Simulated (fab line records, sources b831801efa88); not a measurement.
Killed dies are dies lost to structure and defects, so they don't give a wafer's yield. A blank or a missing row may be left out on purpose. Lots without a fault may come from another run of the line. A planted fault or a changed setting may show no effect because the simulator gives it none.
One fault seen from 2 desks | flow sfq_line | each desk has only its own numbers; what lay behind them comes last

THE METROLOGY DESK
What the gauges read, lot by lot, whatever tool the lot ran on: means of the sampled wafers that have a number. A lot is out of limits, marked OUT, if its mean lies more than 4 standard deviations from the usual mean; the brackets give that distance.
Columns: A = I0_OVL at SFQ_I0_OVL_MEAS_908, usual 2 nm
lot  | first seen here | A
L527 | day 17 17:45    | -3
L528 | day 17 23:44    | -1
L529 | day 18 08:08    | 4
L530 | day 18 14:08    | 4
L531 | day 18 17:52    | 6
L532 | day 19 04:00    | -0
L533 | day 20 23:12    | 2
L534 | day 21 16:16    | 2
L541 | day 24 14:17    | 9
L542 | day 25 11:47    | -1
L543 | day 25 16:35    | 7
L544 | day 25 19:07    | -5
L546 | day 26 15:38    | -6
L548 | day 27 16:50    | 3
This desk's finding: nothing out of limits on any of the 14 lots.

THE TOOL OWNER'S DESK: cmp-02
The tool's own readings at SFQ_TRILAYER_I2_CMP_CMP_064 (polishes SiO2): means of the sampled wafers that have a number, for each lot that ran on this tool. A lot is out of limits, marked OUT, if its mean lies more than 4 standard deviations from the usual mean; the brackets give that distance.
Columns: A = motor_current_A at SFQ_TRILAYER_I2_CMP_CMP_064, usual 10.8 A; B = time_to_endpoint_s at SFQ_TRILAYER_I2_CMP_CMP_064, usual 217 s
lot  | first seen here | A    | B
L527 | day 37 13:23    | 10.6 | 220
L529 | day 38 12:53    | 10.9 | 222
L530 | day 38 16:53    | 10.9 | 226
L532 | day 39 04:23    | 11.2 | 212
L533 | day 40 09:59    | 11.0 | 217
L534 | day 40 22:48    | 11.3 | 220
L541 | day 43 20:34    | 10.9 | 267 (+6.7) OUT
L542 | day 44 11:28    | 11.1 | 246
This desk's finding: out of limits on L541; first on L541, day 43 20:34 (time_to_endpoint_s at SFQ_TRILAYER_I2_CMP_CMP_064). In limits: L527, L529, L530, L532, L533, L534, L542.

PUT TOGETHER
The tool owner's desk could have raised an alarm at day 43 20:34, on L541.
The metrology desk saw nothing out of limits.
The metrology desk has L541 on record, within its limits.
Of the lots named, all ran SFQ_TRILAYER_I2_CMP_CMP_064 on cmp-02.

WHAT THE SIMULATOR HAD PUT IN
Process parameter drift: cmp-02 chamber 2, from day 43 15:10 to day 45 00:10, at SFQ_TRILAYER_I2_CMP_CMP_064. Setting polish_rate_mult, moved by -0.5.
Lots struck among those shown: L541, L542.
Hours from the fault's start to each desk's first reading out of limits: the tool owner's desk, 5.
